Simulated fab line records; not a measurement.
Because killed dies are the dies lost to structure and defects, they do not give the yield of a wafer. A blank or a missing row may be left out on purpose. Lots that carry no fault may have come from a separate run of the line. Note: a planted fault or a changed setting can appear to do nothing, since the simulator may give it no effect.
fab line records	flow sky130
record: lots: 24	wafers: 72	last-day: 52
route steps=708 shown FIELD_ISO@15 NWELL@68 PWDE@84 RES_PROTECT@214 LOCAL_INTERCONNECT@400
lots that met no fault: from a run of the same line without faults
start-h: hours from the record's first day to the start of the lot's first wafer shown	wait-h: hours elapsed since this lot's preceding step	" repeats the value in the row above	L1.1+2: a row that stands for several wafers	- value missing, or start not given	* or withheld: withheld	< > ~ a bound
route shown NAME@n: a module of which the file shows steps, and the number in the route of the first	usual: mean/standard deviation taken from wafers without a fault	same: alike in all rows	chamber/n: place in a boat	sites: per-site readings	_std_site: their standard deviation	_edge_site: the outer-site mean with the inner-site mean subtracted	radius-mm: how far each site lies from the wafer's centre	mask NAME#n: copy n	behind: the most recent tool/chamber to have shaped the wafer	hold: reason for holding the lot/hours on hold/outcome of the hold	device: whichever transistor did not switch (one of n, p or np)	end of line: the tests these same wafers got at the end of their route	a step without rows: its recipe alone	killed: at the first sort, the dies lost to defects and structure; wafer yield is something else	map: dies across one wafer; x = killed, . = not, _ = none there
set.NAME: the run value of the setting; set.NAME@STEP: its run value at that earlier step	model.NAME: the simulator's own value behind a step, which no gauge read
the route's steps for a sample of lots (tables are steps, rows are wafers)
services: from which hour (start-h, from the record's first day; less than 0 if before it) a tool's chamber was out of use, for how many hours, and why
== steps ==
step: SKY_FIELD_ISO_ETCH_14
recipe: chemistry: N2/H2	target: BARC	ion-energy-ev: 200	source-w: 500	bias-w: 100	pressure-mtorr: 30	n2-flow-sccm: 100	h2-flow-sccm: 200	stop-on: SiO2	time-s: 45.9	target-depth-a: 600
usual: drypump-motor-current-A: 5.4/0.51	oes-product-au: 0.855/0.0047	throttle-valve-pct: 13.224/0.0086
lot.wafer	tool	chamber	start-h	wait-h	drypump-motor-current-A	oes-product-au	rf-hours-counter-h	throttle-valve-pct
L074.1	rie-diel-01	2	30.06	0.1	5.5	0.855	157	13.225
L074.3	"	1	"	"	5.8	0.858	4	13.223
L074.5	"	1	"	"	5.8	0.853	-	13.231
L075.1	rie-diel-03	1	36.10	0.1	6.4	0.857	120	13.220
L075.4	"	0	"	"	5.3	0.853	13	13.225
L075.5	"	3	"	"	6.3	0.862	-	13.232
L076.2	rie-diel-01	0	43.14	0.1	5.2	0.853	109	13.234
L076.4	"	2	"	"	5.4	0.856	157	13.220
L076.5	"	3	"	"	5.0	0.861	-	13.233
L077.2	rie-diel-03	3	46.11	0.1	6.3	0.854	4	13.243
L077.3	"	1	"	"	6.5	0.850	120	13.226
L077.6	"	2	"	"	4.9	0.853	-	13.226
L078.2	rie-diel-03	2	49.70	0.1	4.9	0.858	68	13.234
L078.4	"	1	"	"	6.4	0.844	120	13.218
L078.6	"	1	"	"	6.4	0.856	-	13.218
L079.1	rie-diel-03	1	55.44	0.1	6.5	0.855	120	13.214
L079.2	"	2	"	"	4.9	0.856	69	13.222
L079.3	"	3	"	"	6.3	0.855	4	13.228
L080.1	rie-diel-02	0	59.16	0.1	5.1	0.851	1	13.218
L080.2	"	1	"	"	5.3	0.859	2	13.224
L080.4	"	2	"	"	4.8	0.857	121	13.223
L081.2	rie-diel-03	0	64.94	0.1	5.3	0.862	13	13.206
L081.4	"	2	"	"	5.0	0.851	69	13.215
L081.6	"	3	"	"	6.3	0.855	-	13.208
L082.1	rie-diel-03	3	70.46	0.1	6.3	0.864	5	13.231
L082.4	"	2	"	"	4.9	0.856	69	13.227
L082.5	"	3	"	"	6.3	0.857	-	13.224
L083.2	rie-diel-01	3	75.64	0.1	5.0	0.858	100	13.229
L083.4	"	2	"	"	5.5	0.855	157	13.215
L083.6	"	1	"	"	5.8	0.850	-	13.242
L084.1	rie-diel-03	2	80.94	0.1	4.9	0.851	69	13.228
L084.3	"	1	"	"	6.5	0.852	121	13.236
L084.5	"	0	"	"	5.3	0.851	-	13.227
L085.2	rie-diel-02	2	88.11	0.1	4.8	0.858	121	13.221
L085.3	"	1	"	"	5.3	0.866	2	13.238
L085.6	"	1	"	"	5.3	0.861	-	13.220
L086.2	rie-diel-03	2	91.49	0.1	4.9	0.853	70	13.224
L086.4	"	3	"	"	6.3	0.855	5	13.227
L086.6	"	1	"	"	6.5	0.854	-	13.231
L087.3	rie-diel-02	2	95.75	0.1	4.8	0.854	121	13.228
L087.5	"	1	"	"	5.3	0.857	-	13.216
L087.6	"	2	"	"	4.8	0.853	-	13.219
L088.2	rie-diel-01	3	159.34	0.1	5.0	0.854	101	13.218
L088.4	"	1	"	"	5.8	0.851	6	13.229
L088.5	"	2	"	"	5.5	0.858	-	13.221
L089.3	rie-diel-01	3	160.54	0.1	5.0	0.857	101	13.220
L089.4	"	1	"	"	5.8	0.855	6	13.212
L089.5	"	3	"	"	5.0	0.842	-	13.222
L090.1	rie-diel-01	2	162.46	0.1	5.5	0.854	0	13.229
L090.3	"	3	"	"	5.0	0.855	101	13.218
L090.4	"	1	"	"	5.8	0.866	6	13.215
L091.3	rie-diel-02	3	163.18	0.1	5.2	0.848	144	13.219
L091.4	"	1	"	"	5.3	0.854	3	13.236
L091.5	"	1	"	"	5.3	0.851	-	13.223
L092.1	rie-diel-01	0	164.38	0.1	5.2	0.858	111	13.220
L092.2	"	3	"	"	5.0	0.856	101	13.224
L092.4	"	1	"	"	5.8	0.845	6	13.235
L093.1	rie-diel-02	2	164.86	0.1	4.8	0.858	122	13.217
L093.3	"	0	"	"	5.1	0.856	2	13.234
L093.5	"	2	"	"	4.8	0.856	-	13.211
L094.1	rie-diel-01	2	165.46	0.1	5.5	0.858	1	13.215
L094.3	"	0	"	"	5.2	0.860	111	13.236
L094.5	"	2	"	"	5.5	0.853	-	13.227
L095.4	rie-diel-02	1	165.94	0.0	5.4	0.855	3	13.232
L095.5	"	0	"	"	5.1	0.852	-	13.227
L095.6	"	1	"	"	5.4	0.847	-	13.229
L096.1	rie-diel-02	2	167.64	0.1	4.8	0.858	122	13.232
L096.2	"	1	"	"	5.3	0.861	3	13.240
L096.4	"	0	"	"	5.1	0.857	3	13.227
L097.1	rie-diel-01	2	168.48	0.1	5.4	0.862	1	13.218
L097.3	"	1	"	"	5.8	0.857	7	13.227
L097.4	"	3	"	"	5.0	0.864	102	13.223
step: SKY_FIELD_ISO_ETCH_17
recipe: target-depth-a: 3420	mask-material: Si3N4	chemistry: HBr/Cl2/O2	target: Si	taper-deg: 5	icp-w: 600	bias-w: 150	pressure-mtorr: 15	HBr_flow_sccm: 150	Cl2_flow_sccm: 40	O2_flow_sccm: 6	time-s: 97.7
usual: O2_flow_sccm: 6.001/0.018	drypump-motor-current-A: 5.9/0.32	oes-product-au: 0.990/0.012	throttle-valve-pct: 25.664/0.011
lot.wafer	tool	chamber	start-h	wait-h	O2_flow_sccm	drypump-motor-current-A	oes-product-au	rf-hours-counter-h	throttle-valve-pct
L074.1	rie-si-02	3	30.25	0.1	5.984	5.9	0.996	19	25.645
L074.3	"	1	"	"	6.003	5.5	0.988	1	25.668
L074.5	"	1	"	"	6.030	5.5	0.980	-	25.658
L075.1	rie-si-01	0	36.30	0.1	6.016	6.0	0.980	18	25.664
L075.4	"	2	"	"	6.049	5.5	0.997	138	25.661
L075.5	"	3	"	"	6.007	6.2	0.989	-	25.673
L076.2	rie-si-01	1	43.34	0.1	5.997	6.2	0.966	141	25.677
L076.4	"	2	"	"	5.985	5.6	0.972	138	25.670
L076.5	"	3	"	"	6.008	6.2	0.969	-	25.679
L077.2	rie-si-02	2	46.30	0.1	6.013	6.3	0.997	80	25.663
L077.3	"	0	"	"	5.988	5.6	0.992	121	25.669
L077.6	"	1	"	"	6.015	5.5	1.002	-	25.661
L078.2	rie-si-02	3	49.90	0.1	5.980	5.9	1.010	20	25.638
L078.4	"	1	"	"	5.993	5.5	0.994	1	25.663
L078.6	"	1	"	"	6.013	5.5	0.991	-	25.664
L079.1	rie-si-02	3	55.64	0.1	6.013	5.9	0.999	20	25.649
L079.2	"	0	"	"	6.016	5.6	0.990	121	25.663
L079.3	"	2	"	"	6.021	6.3	0.998	81	25.655
L080.1	rie-si-01	1	59.35	0.1	5.999	6.2	0.964	141	25.687
L080.2	"	2	"	"	6.017	5.5	0.975	138	25.674
L080.4	"	3	"	"	5.996	6.2	0.972	136	25.692
L081.2	rie-si-01	0	65.14	0.1	5.987	6.0	0.996	18	25.673
L081.4	"	2	"	"	6.015	5.5	0.983	139	25.673
L081.6	"	2	"	"	6.016	5.5	0.987	-	25.674
L082.1	rie-si-02	2	70.65	0.1	5.977	6.3	0.997	81	25.639
L082.4	"	1	"	"	5.976	5.5	0.984	1	25.662
L082.5	"	0	"	"	6.004	5.6	0.992	-	25.668
L083.2	rie-si-02	1	75.84	0.1	6.008	5.5	0.994	1	25.665
L083.4	"	2	"	"	5.966	6.3	1.007	81	25.646
L083.6	"	2	"	"	5.979	6.3	1.003	-	25.658
L084.1	rie-si-01	0	81.14	0.1	5.965	6.0	0.998	18	25.646
L084.3	"	3	"	"	6.016	6.2	0.981	136	25.670
L084.5	"	2	"	"	6.034	5.5	0.981	-	25.667
L085.2	rie-si-02	2	88.30	0.1	5.995	6.3	0.993	81	25.661
L085.3	"	1	"	"	5.995	5.5	0.992	1	25.652
L085.6	"	0	"	"	5.981	5.6	1.002	-	25.675
L086.2	rie-si-01	0	91.69	0.1	5.974	6.0	1.000	18	25.643
L086.4	"	1	"	"	6.000	6.2	0.966	142	25.687
L086.6	"	0	"	"	6.011	6.0	0.990	-	25.665
L087.3	rie-si-01	3	95.95	0.0	6.007	6.2	0.973	136	25.671
L087.5	"	0	"	"	5.996	6.0	0.994	-	25.658
L087.6	"	1	"	"	6.034	6.2	0.966	-	25.680
L088.2	rie-si-02	2	159.54	0.1	6.011	6.3	1.002	81	25.660
L088.4	"	0	"	"	5.990	5.6	1.008	-	25.663
L088.5	"	2	"	"	6.022	6.3	1.009	-	25.658
L089.3	rie-si-02	2	160.74	0.0	5.977	6.3	0.998	81	25.651
L089.4	"	2	"	"	5.976	6.3	1.008	-	25.645
L089.5	"	1	"	"	5.993	5.5	0.994	-	25.664
L090.1	rie-si-02	2	162.66	0.1	5.987	6.3	1.004	81	25.663
L090.3	"	0	"	"	5.997	5.6	1.010	122	25.647
L090.4	"	2	"	"	5.991	6.3	1.008	-	25.657
L091.3	rie-si-01	0	163.38	0.0	5.973	6.0	0.985	19	25.661
L091.4	"	1	"	"	6.018	6.2	0.987	-	25.661
L091.5	"	0	"	"	5.996	6.0	0.998	-	25.666
L092.1	rie-si-01	2	164.58	0.1	5.992	5.6	0.985	0	25.657
L092.2	"	1	"	"	6.024	6.2	0.990	0	25.668
L092.4	"	1	"	"	6.017	6.2	1.001	-	25.665
L093.1	rie-si-01	0	165.06	0.1	6.022	6.0	0.980	19	25.665
L093.3	"	1	"	"	6.003	6.3	0.984	0	25.655
L093.5	"	2	"	"	5.997	5.5	0.984	-	25.658
L094.1	rie-si-02	2	165.66	0.1	5.971	6.3	1.012	81	25.665
L094.3	"	1	"	"	5.988	5.5	0.996	2	25.667
L094.5	"	1	"	"	5.993	5.5	1.000	-	25.643
L095.4	rie-si-01	2	166.18	0.1	6.007	5.6	0.989	-	25.673
L095.5	"	0	"	"	6.038	6.0	0.998	-	25.668
L095.6	"	1	"	"	6.014	6.3	0.990	-	25.675
L096.1	rie-si-02	0	167.84	0.1	5.992	5.6	1.001	122	25.670
L096.2	"	2	"	"	5.995	6.3	1.011	82	25.650
L096.4	"	0	"	"	5.988	5.6	0.996	-	25.663
L097.1	rie-si-02	1	168.68	0.1	6.013	5.5	0.986	2	25.649
L097.3	"	0	"	"	6.000	5.7	1.002	122	25.664
L097.4	"	0	"	"	6.039	5.6	1.000	-	25.677
step: SKY_NWELL_TW_MEAS_15
usual: NWELL_TW: 1809/15
lot.wafer	tool	chamber	start-h	wait-h	NWELL_TW
L074.1	film-metro-03	-	88.25	0.1	1796
L074.3	"	-	"	"	1802
L074.5	"	-	"	"	1788
L075.1	film-metro-02	-	93.51	0.1	1848
L075.4	"	-	"	"	1828
L075.5	"	-	"	"	1836
L076.2	film-metro-01	-	101.69	0.1	1791
L076.4	"	-	"	"	1798
L076.5	"	-	"	"	1807
L077.2	film-metro-01	-	107.07	0.1	1811
L077.3	"	-	"	"	1812
L077.6	"	-	"	"	1806
L078.2	film-metro-01	-	111.99	0.1	1806
L078.4	"	-	"	"	1814
L078.6	"	-	"	"	1792
L079.1	film-metro-03	-	114.63	0.1	1813
L079.2	"	-	"	"	1808
L079.3	"	-	"	"	1801
L080.1	film-metro-03	-	116.63	0.1	1796
L080.2	"	-	"	"	1797
L080.4	"	-	"	"	1802
L081.2	film-metro-02	-	121.97	0.1	1817
L081.4	"	-	"	"	1828
L081.6	"	-	"	"	1816
L082.1	film-metro-03	-	123.93	0.1	1813
L082.4	"	-	"	"	1814
L082.5	"	-	"	"	1819
L083.2	film-metro-01	-	126.97	0.1	1802
L083.4	"	-	"	"	1807
L083.6	"	-	"	"	1803
L084.1	film-metro-03	-	128.85	0.1	1803
L084.3	"	-	"	"	1803
L084.5	"	-	"	"	1800
L085.2	film-metro-02	-	130.46	0.1	1844
L085.3	"	-	"	"	1830
L085.6	"	-	"	"	1835
L086.2	film-metro-03	-	131.77	0.1	1808
L086.4	"	-	"	"	1815
L086.6	"	-	"	"	1809
L087.3	film-metro-01	-	133.13	0.1	1799
L087.5	"	-	"	"	1794
L087.6	"	-	"	"	1797
L088.2	film-metro-01	-	229.71	0.1	1785
L088.4	"	-	"	"	1786
L088.5	"	-	"	"	1788
L089.3	film-metro-03	-	238.00	0.1	1803
L089.4	"	-	"	"	1805
L089.5	"	-	"	"	1794
L093.1	film-metro-03	-	241.40	0.1	1818
L093.3	"	-	"	"	1817
L093.5	"	-	"	"	1803
L091.3	film-metro-01	-	241.77	0.1	1801
L091.4	"	-	"	"	1794
L091.5	"	-	"	"	1799
L092.1	film-metro-02	-	243.13	0.1	1849
L092.2	"	-	"	"	1846
L092.4	"	-	"	"	1846
L094.1	film-metro-03	-	243.30	0.1	1813
L094.3	"	-	"	"	1812
L094.5	"	-	"	"	1815
L090.1	film-metro-03	-	243.88	0.1	1816
L090.3	"	-	"	"	1815
L090.4	"	-	"	"	1810
L095.4	film-metro-01	-	244.03	0.1	1802
L095.5	"	-	"	"	1799
L095.6	"	-	"	"	1809
L097.1	film-metro-01	-	246.25	0.1	1806
L097.3	"	-	"	"	1816
L097.4	"	-	"	"	1796
L096.1	film-metro-03	-	247.83	0.1	1814
L096.2	"	-	"	"	1822
L096.4	"	-	"	"	1820
step: SKY_NWELL_RS_MEAS_31
recipe: thk-meas-gauge: four-point-probe
usual: PWDE_RS: 5268/21
lot.wafer	tool	chamber	start-h	wait-h	PWDE_RS[ohm/sq]
L074.1	film-metro-01	-	106.51	0.1	5271
L074.3	"	-	"	"	5254
L074.5	"	-	"	"	5254
L075.1	film-metro-02	-	112.11	0.1	5246
L075.4	"	-	"	"	5256
L075.5	"	-	"	"	5254
L076.2	film-metro-03	-	118.39	0.1	5302
L076.4	"	-	"	"	5308
L076.5	"	-	"	"	5298
L077.2	film-metro-03	-	121.47	0.1	5264
L077.3	"	-	"	"	5268
L077.6	"	-	"	"	5289
L078.2	film-metro-02	-	123.75	0.1	5244
L078.4	"	-	"	"	5260
L078.6	"	-	"	"	5255
L079.1	film-metro-02	-	125.93	0.1	5304
L079.2	"	-	"	"	5280
L079.3	"	-	"	"	5294
L080.1	film-metro-03	-	126.85	0.1	5254
L080.2	"	-	"	"	5263
L080.4	"	-	"	"	5250
L081.2	film-metro-01	-	129.67	0.1	5245
L081.4	"	-	"	"	5244
L081.6	"	-	"	"	5240
L082.1	film-metro-01	-	131.13	0.1	5284
L082.4	"	-	"	"	5269
L082.5	"	-	"	"	5284
L083.2	film-metro-03	-	132.93	0.1	5269
L083.4	"	-	"	"	5260
L083.6	"	-	"	"	5259
L084.1	film-metro-03	-	133.65	0.1	5288
L084.3	"	-	"	"	5287
L084.5	"	-	"	"	5284
L085.2	film-metro-02	-	134.45	0.1	5276
L085.3	"	-	"	"	5281
L085.6	"	-	"	"	5278
L086.2	film-metro-02	-	135.15	0.1	5218
L086.4	"	-	"	"	5226
L086.6	"	-	"	"	5241
L087.3	film-metro-02	-	135.91	0.1	5272
L087.5	"	-	"	"	5269
L087.6	"	-	"	"	5289
L088.2	film-metro-02	-	254.05	0.1	5250
L088.4	"	-	"	"	5236
L088.5	"	-	"	"	5237
L089.3	film-metro-03	-	262.42	0.1	5300
L089.4	"	-	"	"	5322
L089.5	"	-	"	"	5277
L093.1	film-metro-01	-	266.09	0.1	5265
L093.3	"	-	"	"	5285
L093.5	"	-	"	"	5291
L091.3	film-metro-03	-	266.60	0.1	5290
L091.4	"	-	"	"	5276
L091.5	"	-	"	"	5280
L092.1	film-metro-02	-	268.18	0.1	5225
L092.2	"	-	"	"	5222
L092.4	"	-	"	"	5229
L094.1	film-metro-01	-	268.48	0.1	5264
L094.3	"	-	"	"	5261
L094.5	"	-	"	"	5254
L090.1	film-metro-03	-	269.34	0.1	5261
L090.3	"	-	"	"	5262
L090.4	"	-	"	"	5263
L095.4	film-metro-02	-	269.41	0.1	5273
L095.5	"	-	"	"	5272
L095.6	"	-	"	"	5302
L097.1	film-metro-02	-	271.99	0.1	5279
L097.3	"	-	"	"	5285
L097.4	"	-	"	"	5245
L096.1	film-metro-02	-	273.23	0.1	5280
L096.2	"	-	"	"	5289
L096.4	"	-	"	"	5276
step: SKY_RES_PROTECT_STRIP_07
recipe: chemistry: O2/N2	power-w: 1400	pressure-mtorr: 1500	platen-temp-c: withheld	o2-flow-sccm: 3000	n2-flow-sccm: 300	overash-fraction: 0.5
usual: drypump-motor-current-A: 5.63/0.25	oes-product-au: 0.517/0.0043	strip-time-to-endpoint-s: 23.31/0.042
lot.wafer	tool	chamber	start-h	wait-h	drypump-motor-current-A	oes-product-au	rf-hours-counter-h	strip-time-to-endpoint-s
L074.1	plasma-asher-03	0	369.27	0.1	5.44	0.516	52	23.32
L074.3	"	0	"	"	5.48	0.523	-	23.33
L074.5	"	1	"	"	5.13	0.518	-	23.33
L075.1	plasma-asher-02	1	373.97	0.1	5.73	0.510	68	23.29
L075.4	"	1	"	"	5.76	0.518	-	23.25
L075.5	"	1	"	"	5.76	0.512	-	23.29
L076.2	plasma-asher-04	1	381.07	0.1	5.79	0.511	24	23.39
L076.4	"	0	"	"	5.79	0.513	-	23.35
L076.5	"	1	"	"	5.86	0.508	-	23.35
L077.2	plasma-asher-04	1	390.87	0.1	5.75	0.522	25	23.33
L077.3	"	1	"	"	5.75	0.528	-	23.31
L077.6	"	0	"	"	5.83	0.508	-	23.30
L078.2	plasma-asher-03	1	394.44	0.1	5.12	0.515	55	23.29
L078.4	"	0	"	"	5.46	0.510	-	23.26
L078.6	"	0	"	"	5.45	0.519	-	23.26
L080.1	plasma-asher-03	0	397.97	0.1	5.45	0.514	55	23.22
L080.2	"	1	"	"	5.12	0.518	55	23.27
L080.4	"	1	"	"	5.13	0.514	-	23.30
L079.1	plasma-asher-02	0	397.97	0.1	5.82	0.517	70	23.32
L079.2	"	1	"	"	5.80	0.523	70	23.33
L079.3	"	0	"	"	5.81	0.515	-	23.30
L081.2	plasma-asher-04	1	398.27	0.1	5.79	0.517	25	23.38
L081.4	"	1	"	"	5.80	0.512	-	23.35
L081.6	"	0	"	"	5.80	0.520	-	23.34
L082.1	plasma-asher-03	0	400.47	0.1	5.45	0.520	55	23.31
L082.4	"	0	"	"	5.46	0.519	-	23.26
L082.5	"	0	"	"	5.47	0.519	-	23.28
L083.2	plasma-asher-02	0	400.77	0.1	5.78	0.512	70	23.39
L083.4	"	0	"	"	5.80	0.509	-	23.34
L083.6	"	1	"	"	5.79	0.523	-	23.37
L084.1	plasma-asher-04	1	401.42	0.1	5.80	0.518	26	23.31
L084.3	"	1	"	"	5.79	0.523	-	23.29
L084.5	"	0	"	"	5.81	0.512	-	23.27
L086.2	plasma-asher-04	0	404.24	0.1	5.81	0.515	26	23.29
L086.4	"	1	"	"	5.82	0.514	-	23.32
L086.6	"	0	"	"	5.78	0.512	-	23.31
L085.2	plasma-asher-02	0	404.54	0.1	5.76	0.519	71	23.28
L085.3	"	0	"	"	5.74	0.510	-	23.27
L085.6	"	0	"	"	5.76	0.524	-	23.24
L087.3	plasma-asher-04	0	404.76	0.1	5.83	0.511	-	23.31
L087.5	"	1	"	"	5.79	0.524	-	23.32
L087.6	"	0	"	"	5.80	0.518	-	23.32
L088.2	plasma-asher-02	0	550.52	0.1	5.81	0.516	86	23.38
L088.4	"	0	"	"	5.79	0.524	-	23.37
L088.5	"	0	"	"	5.80	0.517	-	23.35
L089.3	plasma-asher-02	0	561.80	0.1	5.81	0.518	-	23.28
L089.4	"	1	"	"	5.78	0.518	-	23.26
L089.5	"	0	"	"	5.80	0.511	-	23.28
L093.1	plasma-asher-04	0	567.09	0.1	5.78	0.516	42	23.30
L093.3	"	0	"	"	5.78	0.519	-	23.27
L093.5	"	0	"	"	5.80	0.519	-	23.25
L091.3	plasma-asher-02	1	568.15	0.1	5.77	0.514	-	23.36
L091.4	"	0	"	"	5.77	0.522	-	23.40
L091.5	"	1	"	"	5.79	0.512	-	23.36
L092.1	plasma-asher-04	1	569.24	0.1	5.79	0.517	43	23.34
L092.2	"	0	"	"	5.78	0.522	43	23.28
L092.4	"	0	"	"	5.79	0.523	-	23.27
L094.1	plasma-asher-03	1	570.14	0.1	5.15	0.518	71	23.35
L094.3	"	0	"	"	5.45	0.516	-	23.30
L094.5	"	0	"	"	5.45	0.513	-	23.39
L090.1	plasma-asher-04	1	572.12	0.1	5.81	0.513	43	23.33
L090.3	"	1	"	"	5.75	0.517	-	23.35
L090.4	"	0	"	"	5.78	0.516	-	23.34
L095.4	plasma-asher-03	1	574.65	0.1	5.14	0.522	-	23.26
L095.5	"	0	"	"	5.45	0.513	-	23.26
L095.6	"	1	"	"	5.10	0.513	-	23.25
L097.1	plasma-asher-03	1	577.02	0.1	5.15	0.518	72	23.32
L097.3	"	0	"	"	5.46	0.517	-	23.35
L097.4	"	1	"	"	5.15	0.520	-	23.35
L096.1	plasma-asher-03	0	578.87	0.1	5.47	0.514	72	23.29
L096.2	"	1	"	"	5.16	0.518	72	23.31
L096.4	"	1	"	"	5.15	0.516	-	23.26
step: SKY_LOCAL_INTERCONNECT_ETCH_13
recipe: chemistry: N2/H2	target: BARC	ion-energy-ev: 200	bias-w: 100	pressure-mtorr: 30	n2-flow-sccm: 100	h2-flow-sccm: 200	icp-w: 500	stop-on: SiO2	time-s: 45.9	target-depth-a: 600
usual: drypump-motor-current-A: 5.5/0.36	oes-product-au: 0.855/0.005	throttle-valve-pct: 13.225/0.0093
lot.wafer	tool	chamber	start-h	wait-h	drypump-motor-current-A	oes-product-au	rf-hours-counter-h	throttle-valve-pct
L074.1	rie-metal-04	0	743.58	0.0	5.9	0.852	1	13.222
L074.3	"	0	"	"	5.9	0.851	-	13.233
L074.5	"	0	"	"	5.9	0.855	-	13.222
L075.1	rie-metal-01	1	748.87	0.0	5.3	0.855	4	13.231
L075.4	"	0	"	"	5.1	0.854	-	13.218
L075.5	"	1	"	"	5.3	0.850	-	13.230
L076.2	rie-metal-04	1	754.10	0.0	5.7	0.862	11	13.220
L076.4	"	0	"	"	5.9	0.851	-	13.244
L076.5	"	1	"	"	5.7	0.859	-	13.211
L077.2	rie-metal-03	0	763.22	0.0	5.7	0.860	3	13.236
L077.3	"	1	"	"	5.0	0.858	-	13.233
L077.6	"	0	"	"	5.7	0.859	-	13.238
L078.2	rie-metal-04	0	764.17	0.0	5.9	0.858	1	13.210
L078.4	"	0	"	"	5.9	0.849	-	13.226
L078.6	"	1	"	"	5.7	0.850	-	13.226
L079.1	rie-metal-03	1	768.90	0.0	5.0	0.853	9	13.233
L079.2	"	0	"	"	5.7	0.862	3	13.242
L079.3	"	0	"	"	5.7	0.861	-	13.216
L080.1	rie-metal-01	1	769.25	0.0	5.2	0.851	5	13.212
L080.2	"	0	"	"	5.1	0.854	12	13.230
L080.4	"	1	"	"	5.3	0.849	-	13.226
L083.2	rie-metal-04	0	769.60	0.0	5.9	0.862	2	13.222
L083.4	"	0	"	"	5.9	0.852	-	13.223
L083.6	"	1	"	"	5.7	0.856	-	13.221
L082.1	rie-metal-03	0	769.95	0.0	5.7	0.854	3	13.232
L082.4	"	1	"	"	5.0	0.851	-	13.232
L082.5	"	1	"	"	5.0	0.857	-	13.236
L081.2	rie-metal-01	0	770.30	0.0	5.1	0.865	12	13.216
L081.4	"	0	"	"	5.1	0.859	-	13.235
L081.6	"	0	"	"	5.1	0.859	-	13.240
L084.1	rie-metal-03	0	772.13	0.0	5.7	0.852	3	13.216
L084.3	"	1	"	"	5.0	0.853	-	13.227
L084.5	"	1	"	"	5.0	0.861	-	13.213
L087.3	rie-metal-01	1	774.92	0.0	5.3	0.845	-	13.233
L087.5	"	1	"	"	5.3	0.853	-	13.233
L087.6	"	0	"	"	5.1	0.863	-	13.234
L085.2	rie-metal-03	0	776.97	0.0	5.7	0.854	3	13.218
L085.3	"	0	"	"	5.7	0.854	-	13.226
L085.6	"	1	"	"	5.0	0.857	-	13.218
L086.2	rie-metal-04	1	777.32	0.0	5.7	0.845	12	13.223
L086.4	"	1	"	"	5.7	0.860	-	13.233
L086.6	"	1	"	"	5.7	0.852	-	13.236
L088.2	rie-metal-01	0	903.32	0.0	5.1	0.854	0	13.219
L088.4	"	1	"	"	5.2	0.854	-	13.237
L088.5	"	1	"	"	5.2	0.852	-	13.231
L089.3	rie-metal-04	0	915.12	0.1	5.9	0.861	-	13.231
L089.4	"	0	"	"	5.9	0.864	-	13.235
L089.5	"	0	"	"	5.9	0.861	-	13.218
L093.1	rie-metal-01	0	915.70	0.0	5.1	0.853	1	13.232
L093.3	"	1	"	"	5.3	0.856	-	13.209
L093.5	"	0	"	"	5.1	0.860	-	13.229
L092.1	rie-metal-04	0	916.82	0.0	5.9	0.857	8	13.229
L092.2	"	0	"	"	5.9	0.855	-	13.194
L092.4	"	0	"	"	5.9	0.850	-	13.221
L091.3	rie-metal-01	0	918.95	0.0	5.1	0.853	-	13.221
L091.4	"	1	"	"	5.2	0.854	-	13.221
L091.5	"	0	"	"	5.1	0.859	-	13.233
L094.1	rie-metal-04	0	919.25	0.0	5.9	0.848	9	13.229
L094.3	"	0	"	"	5.9	0.849	-	13.242
L094.5	"	0	"	"	5.9	0.848	-	13.219
L090.1	rie-metal-01	1	921.80	0.0	5.2	0.850	11	13.242
L090.3	"	0	"	"	5.1	0.853	-	13.231
L090.4	"	1	"	"	5.3	0.847	-	13.226
L095.4	rie-metal-04	0	922.81	0.1	5.9	0.856	-	13.228
L095.5	"	0	"	"	5.9	0.850	-	13.208
L095.6	"	0	"	"	5.9	0.858	-	13.238
L097.1	rie-metal-01	0	923.77	0.0	5.1	0.856	1	13.232
L097.3	"	1	"	"	5.2	0.848	-	13.217
L097.4	"	0	"	"	5.1	0.861	-	13.206
L096.1	rie-metal-04	0	925.30	0.0	5.9	0.855	9	13.228
L096.2	"	0	"	"	5.9	0.858	-	13.216
L096.4	"	0	"	"	5.9	0.845	-	13.219
== services ==
tool	chamber	start-h	hours	kind
rie-si-02	1	51.26	5.2	repair
rie-si-01	3	119.21	8.4	repair
rie-si-02	3	151.42	30.2	repair
rie-metal-04	1	164.64	20.2	repair
rie-si-01	-	184.52	0.8	repair
rie-si-01	-	221.19	0.3	repair
rie-si-01	-	227.91	2.8	pm
rie-si-01	0	251.43	19.7	repair
rie-si-01	0	281.12	1.9	repair
rie-si-01	1	307.04	0.9	repair
rie-si-02	-	353.73	9.4	repair
rie-si-02	-	385.75	15.2	repair
rie-metal-04	1	423.29	6.3	repair
rie-si-02	1	435.78	11.7	repair
rie-si-02	0	438.75	7.0	repair
rie-metal-04	1	489.87	1.6	repair
rie-si-02	-	507.80	2.8	pm
rie-metal-04	-	642.70	4.3	pm
rie-si-01	-	686.86	14.6	pm
rie-si-02	2	711.43	12.7	repair
rie-si-01	1	754.14	3.7	repair
rie-si-01	1	851.10	4.8	repair
rie-si-02	2	856.35	0.9	repair
rie-si-02	-	888.16	14.6	pm
== key ==
fault none
